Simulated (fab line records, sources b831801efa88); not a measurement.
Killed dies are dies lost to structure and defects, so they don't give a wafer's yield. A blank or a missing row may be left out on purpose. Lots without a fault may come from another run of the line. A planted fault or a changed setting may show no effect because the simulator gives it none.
Which tool did it? | flow gf180mcu | 6 lots, 18 wafers sampled, at 3 steps of a route of 602

WHAT THE GAUGES READ, wafer by wafer
GF_HV_LDD_TW_MEAS_11.
lot  | measured     | on            | HV_LDD_TW
L998 | day 10 05:59 | film_metro-02 | 2412 2426 2402
L103 | day 11 18:28 | film_metro-04 | 2428 2438 2428
L112 | day 14 15:17 | film_metro-01 | 2271 2272 2276
L114 | day 15 06:52 | film_metro-02 | 2310 2314 2307
L118 | day 16 11:55 | film_metro-02 | 2428 2434 2429
L120 | day 17 01:43 | film_metro-04 | 2408 2409 2406

WHICH TOOL RAN EACH LOT (tool, then ch and the chambers of the sampled wafers, then the start)
lot  | GF_MVSD_STRIP_10                    | GF_HV_LDD_IMPLANT_09
L998 | plasma_asher-01 ch 0,1, day 4 16:31 | implanter-04 ch 0, day 10 05:46
L103 | plasma_asher-04 ch 0,1, day 5 21:35 | implanter-04 ch 0, day 11 18:14
L112 | plasma_asher-04 ch 0,1, day 8 01:32 | implanter-04 ch 0, day 14 15:02
L114 | plasma_asher-02 ch 0,1, day 8 14:25 | implanter-04 ch 0, day 15 06:38
L118 | plasma_asher-02 ch 0,1, day 9 12:44 | implanter-02 ch 0, day 16 11:40
L120 | plasma_asher-01 ch 0,1, day 9 22:59 | implanter-03 ch 0, day 17 01:28
- GF_MVSD_STRIP_10: strips in O2/N2.
- GF_HV_LDD_IMPLANT_09

THE ANSWER, worked out from the rows above alone
Rule: what is usual is taken from the lots themselves. Put in order of their means at a reading, lots are off if they are a third of the lots or fewer, leave a main group of 4 or more, and stand apart from it by a gap of 3 or more times the standard deviation of the main group's means; of several such gaps the widest counts. A main group whose means are all the same, to the digits that the tables above print for the reading, isn't used. A lot without any number at a reading at which 4 lots or more have one is off too. The other lots that the step has rows for count as sound.
Off: L112, L114, at GF_HV_LDD_TW_MEAS_11 (HV_LDD_TW). The main group: mean 2421, standard deviation 10.
A tool fits if, at a process step before that reading, it ran every lot that is off, and no sound lot after the first of them. The gauges at GF_HV_LDD_TW_MEAS_11 are tried like those tools. One fits: implanter-04 at GF_HV_LDD_IMPLANT_09. Its last sound lot is L103 (day 11 18:14), its first lot that is off L112 (day 14 15:02): a fault that began between those two fits.

WHAT THE SIMULATOR HAD PUT IN
Process parameter drift: implanter-04, from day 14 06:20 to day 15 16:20, at GF_HV_LDD_IMPLANT_09. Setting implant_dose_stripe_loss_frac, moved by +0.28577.
Lots struck among those shown: L112, L114. The rule above found the same.
